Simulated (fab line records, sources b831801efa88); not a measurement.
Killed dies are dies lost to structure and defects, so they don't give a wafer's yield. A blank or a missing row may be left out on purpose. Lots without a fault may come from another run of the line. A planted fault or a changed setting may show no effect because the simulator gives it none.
One fault seen from 2 desks | flow sky130 | each desk has only its own numbers; what lay behind them comes last

THE METROLOGY DESK
What the gauges read, lot by lot, whatever tool the lot ran on: means of the sampled wafers that have a number. A lot is out of limits, marked OUT, if its mean lies more than 4 standard deviations from the usual mean; the brackets give that distance.
Columns: A = NWELL_2_TW at SKY_NWELL_TW_MEAS_26, usual 498; B = SONOS_ONO_OXIDATION_THK at SKY_SONOS_ONO_THK_MEAS_01, usual 2.58 nm
lot  | first seen here | A              | B
L787 | day 6 00:22     | 495            | 2.62
L789 | day 6 01:33     | 499            | 2.62
L788 | day 6 01:52     | 499            | 2.51
L791 | day 6 12:40     | 500            | 2.51
L794 | day 7 03:59     | 500            | 2.61
L795 | day 7 10:25     | 525 (+6.7) OUT | 2.49
L796 | day 7 13:05     | 528 (+7.3) OUT | 2.51
L798 | day 8 01:25     | 502            | 2.58
L800 | day 8 18:16     | 519 (+5.0) OUT | 2.59
L806 | day 10 03:00    | 493            | 2.59
L807 | day 10 07:55    | 504            | 2.62
L810 | day 11 10:16    | 497            | 2.60
This desk's finding: out of limits on L795, L796, L800; first on L795, day 7 10:25 (NWELL_2_TW at SKY_NWELL_TW_MEAS_26). In limits: L787, L789, L788, L791, L794, L798, L806, L807, L810.

THE TOOL OWNER'S DESK: implanter-02
The tool's own readings at SKY_NWELL_IMPLANT_24: means of the sampled wafers that have a number, for each lot that ran on this tool. A lot is out of limits, marked OUT, if its mean lies more than 4 standard deviations from the usual mean; the brackets give that distance.
Columns: A = dose_ions_cm2 at SKY_NWELL_IMPLANT_24, usual 9.202e+12; B = faraday_current_uA at SKY_NWELL_IMPLANT_24, usual 51.8
lot  | first seen here | A                           | B
L789 | day 6 01:20     | 9.216e+12                   | 52.0
L794 | day 7 03:44     | 9.204e+12                   | 51.7
L795 | day 7 10:10     | 1.086e+13 (+99 or more) OUT | 60.8 (+9.0) OUT
L796 | day 7 12:52     | 1.087e+13 (+99 or more) OUT | 61.4 (+9.6) OUT
L800 | day 8 18:02     | 1.087e+13 (+99 or more) OUT | 60.7 (+8.9) OUT
This desk's finding: out of limits on L795, L796, L800; first on L795, day 7 10:10 (dose_ions_cm2 at SKY_NWELL_IMPLANT_24). In limits: L789, L794.

PUT TOGETHER
The tool owner's desk could have raised an alarm at day 7 10:10, on L795, L796, L800.
The metrology desk could have raised an alarm at day 7 10:25, on L795, L796, L800.
Of the lots named, all ran SKY_NWELL_IMPLANT_24 on implanter-02.

WHAT THE SIMULATOR HAD PUT IN
Process parameter drift: implanter-02, from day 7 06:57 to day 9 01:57, at SKY_NWELL_IMPLANT_24. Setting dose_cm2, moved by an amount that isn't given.
Lots struck among those shown: L795, L796, L800.
Hours from the fault's start to each desk's first reading out of limits: the tool owner's desk, 3; the metrology desk, 3.
